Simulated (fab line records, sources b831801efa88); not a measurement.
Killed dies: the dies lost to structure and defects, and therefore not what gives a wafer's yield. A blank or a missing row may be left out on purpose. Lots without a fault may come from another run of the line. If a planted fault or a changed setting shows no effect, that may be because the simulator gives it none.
fab line records | flow sky130
record lots=6 wafers=16 lastDay=49
route steps=708 shown VT_ADJUST_PCH@148 SONOS_TUNNEL@154
lots that met no fault: from a run of the same line without faults
startH: hours from the record's opening day to when the first of the lot's shown wafers began | waitH: time in hours since the lot's previous step | " the same as in the row above | L1.1+2: a row that stands for several wafers | - either no value or no given start | * or withheld: withheld | < > ~ a bound
route shown NAME@n: names a module that has steps shown in the file, with the first one's number in the route | usual: mean/standard deviation of fault-free wafers | same: alike in all rows | chamber/n: place in a boat | sites: the reading at each site | _std_site: their standard deviation | _edge_site: inner sites' mean taken away from outer sites' mean | radiusMm: how far each site lies from the wafer's centre | mask NAME#n: copy n | behind: tool/chamber where the wafer was last shaped | hold: what put the lot on hold/how long, in hours/how the hold closed | device: whichever transistor did not switch (one of n, p or np) | end of line: the route-end tests of the same wafers | a step given without rows: its recipe and nothing more | killed: dies that structure and defects cost at the first sort, which is not the same as the wafer's yield | map: dies across one wafer; x = killed, . = not, _ = none there
set.NAME: setting as actually run; set.NAME@STEP: the setting as run at that earlier step | model.NAME: the simulator's own value behind a step, which no gauge read
lots seen at some steps along the route; tables by step, rows by wafer
services: when a tool's chamber went out of use (startH, in hours from the record's first day, below 0 if earlier), for how many hours, and the reason
## steps
# step SKY_VT_ADJUST_PCH_PEB_05
# recipe tempC=115 timeS=withheld
# step SKY_VT_ADJUST_PCH_DEVELOP_06
# recipe wallAngleDeg=90 developer=TMAH developTimeS=60 devTempC=23
# step SKY_VT_ADJUST_PCH_OVL_MEAS_07
# usual VT_ADJUST_PCH_OVL=-0.2/1.6
# columns lot.wafer tool chamber startH waitH VT_ADJUST_PCH_OVL[nm]
L613.2 overlay-02 - 232.31 - -0.7
L613.5 " - " " -0.5
L613.6 " - " " -1.3
L617.4 overlay-02 - 271.47 - 3.7
L617.6 " - " " 1.0
L619.1 overlay-02 - 288.60 - -3.3
L619.5 " - " " -4.4
L627.1 overlay-02 - 343.97 - -3.5
L627.2 " - " " -2.4
L627.4 " - " " -1.2
L629.1 overlay-01 - 358.16 - 0.2
L629.2 " - " " 0.3
L629.5 " - " " -0.8
L630.2 overlay-01 - 363.33 - 0.1
L630.3 " - " " -0.6
L630.4 " - " " 1.0
# step SKY_VT_ADJUST_PCH_IMPLANT_08
# recipe species=B energyKev=10 doseCm2=5e+11 tiltDeg=withheld
# step SKY_VT_ADJUST_PCH_STRIP_09
# recipe chemistry=O2/N2 powerW=1400 pressureMtorr=1500 platenTempC=withheld o2FlowSccm=3000 n2FlowSccm=300 overashFraction=0.5
# usual drypumpMotorCurrentA=5.6/0.5 oesProductAu=0.722/0.0043 stripTimeToEndpointS=36.87/0.11
# columns lot.wafer tool chamber startH waitH drypumpMotorCurrentA oesProductAu rfHoursCounterH stripTimeToEndpointS
L613.2 plasmaAsher-02 1 232.49 0.1 5.6 0.723 44 36.99
L613.5 " 1 " " 5.6 0.726 - 36.91
L613.6 " 0 " " 4.9 0.718 - 36.93
L617.4 plasmaAsher-03 1 271.67 0.1 5.4 0.721 - 36.84
L617.6 " 0 " " 6.4 0.727 - 36.98
L619.1 plasmaAsher-02 0 288.79 0.1 4.9 0.723 49 36.67
L619.5 " 0 " " 4.9 0.726 - 36.64
L627.1 plasmaAsher-01 0 344.16 0.1 5.2 0.728 65 36.97
L627.2 " 1 " " 5.4 0.725 65 36.79
L627.4 " 0 " " 5.2 0.719 - 37.03
L629.1 plasmaAsher-01 0 358.34 0.1 5.2 0.723 66 36.97
L629.2 " 1 " " 5.5 0.724 66 37.03
L629.5 " 1 " " 5.5 0.718 - 36.88
L630.2 plasmaAsher-02 0 363.51 0.1 4.9 0.716 55 37.02
L630.3 " 0 " " 4.9 0.719 - 36.83
L630.4 " 1 " " 5.6 0.719 - 36.99
# step SKY_VT_ADJUST_PCH_TW_MEAS_10
# usual VT_ADJUST_PCH_TW=144.2/1.2
# columns lot.wafer tool chamber startH waitH VT_ADJUST_PCH_TW
L613.2 filmMetro-03 - 232.60 0.1 144.5
L613.5 " - " " 144.4
L613.6 " - " " 145.7
L617.4 filmMetro-01 - 271.77 0.1 141.7
L617.6 " - " " 142.3
L619.1 filmMetro-02 - 288.89 0.1 143.7
L619.5 " - " " 144.7
L627.1 filmMetro-03 - 344.26 0.1 145.9
L627.2 " - " " 146.5
L627.4 " - " " 146.6
L629.1 filmMetro-02 - 358.44 0.1 143.6
L629.2 " - " " 144.2
L629.5 " - " " 143.4
L630.2 filmMetro-03 - 363.62 0.1 144.9
L630.3 " - " " 144.0
L630.4 " - " " 144.2
# step SKY_SONOS_TUNNEL_DEHYDRATE_00
# recipe tempC=200 timeS=60
# step SKY_SONOS_TUNNEL_HMDS_01
# recipe primeTimeS=60 primeTempC=120
# step SKY_SONOS_TUNNEL_COAT_02
# recipe resist=NOVOLAK spinRpm=3000 resistThkNm=1140
# step SKY_SONOS_TUNNEL_SOFTBAKE_03
# recipe tempC=90 timeS=60 resist=NOVOLAK
# step SKY_SONOS_TUNNEL_EXPOSE_04
# recipe maskId=TUNM na=0.6 sourceShape=conventional sigmaOuter=0.6 polarization=unpolarized targetCdNm=410 doseMj=136
# step SKY_SONOS_TUNNEL_PEB_05
# recipe tempC=withheld timeS=* resist=NOVOLAK
# step SKY_SONOS_TUNNEL_DEVELOP_06
# recipe resist=NOVOLAK developer=TMAH developTimeS=60 devTempC=23
# columns lot.wafer tool chamber startH waitH
L613.2+5+6 lithoTrack-01 0 256.19 0.1
L617.4+6 lithoTrack-02 0 296.93 0.1
L619.1+5 lithoTrack-02 0 314.35 0.1
L627.1+2+4 lithoTrack-04 0 372.51 0.1
L629.1+2+5 lithoTrack-02 0 387.10 0.1
L630.2+3+4 lithoTrack-01 0 391.28 0.1
# step SKY_SONOS_TUNNEL_CD_MEAS_07
# recipe targetCdNm=410
# usual cdNm=410.4/2
# columns lot.wafer tool chamber startH waitH cdNm
L613.2 cdSem-01 - 256.33 0.1 409.6
L613.5 " - " " 412.1
L613.6 " - " " 410.3
L617.4 cdSem-02 - 297.06 0.1 406.5
L617.6 " - " " 393.1
L619.1 cdSem-01 - 314.50 0.1 409.0
L619.5 " - " " 394.0
L627.1 cdSem-01 - 372.66 0.1 409.2
L627.2 " - " " 409.1
L627.4 " - " " 409.6
L629.1 cdSem-01 - 387.25 0.1 414.2
L629.2 " - " " 413.8
L629.5 " - " " 413.4
L630.2 cdSem-01 - 391.43 0.1 410.6
L630.3 " - " " 413.1
L630.4 " - " " 411.8
# step SKY_SONOS_TUNNEL_OVL_MEAS_08
# usual SONOS_TUNNEL_OVL=-0.2/1.4
# columns lot.wafer tool chamber startH waitH SONOS_TUNNEL_OVL[nm]
L613.2 overlay-01 - 256.44 0.1 -0.7
L613.5 " - " " -0.5
L613.6 " - " " 0.6
L617.4 overlay-02 - 297.14 0.1 -2.3
L617.6 " - " " -1.5
L619.1 overlay-02 - 314.62 0.1 2.3
L619.5 " - " " 1.8
L627.1 overlay-01 - 372.78 0.1 0.0
L627.2 " - " " 0.7
L627.4 " - " " -0.3
L629.1 overlay-01 - 387.37 0.1 -0.3
L629.2 " - " " -0.5
L629.5 " - " " 2.6
L630.2 overlay-02 - 391.53 0.1 -1.5
L630.3 " - " " -0.6
L630.4 " - " " 0.1
## services
# columns tool chamber startH hours kind
plasmaAsher-02 - 256.33 1.9 repair
plasmaAsher-02 - 318.52 7.1 repair
plasmaAsher-01 - 362.56 11.4 repair
plasmaAsher-01 - 368.78 1.1 repair
## key
firstSign step=SKY_SONOS_TUNNEL_CD_MEAS_07 reading=cdNm direction=down sigmas=8.2 usual=410.4 struck=393.6
effect none on later readings
metAt SKY_SONOS_TUNNEL_DEVELOP_06
struckWafers L617.6,L619.5
sortLeftOut L617.6
testerLeftOut L617,L619
fault kind=processParameterDrift tool=lithoTrack-02 chamber=- onsetH=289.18 steps=SKY_SONOS_TUNNEL_DEVELOP_06 channel=developTimeS offset=* shape=step endH=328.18 scope=struckWafersOnly actsIn=* stated=*
# testerLeftOut: of these lots the tester's yield and bins aren't shown, on N5 and GAA mostly nor the transistor test; their killed dies are dies lost to structure and defects alone, not to doping, threshold or leakage, so they don't give the yield
# sortLeftOut: the simulated sort isn't trusted on such a fault, so these wafers' sort isn't shown, and their yield isn't known
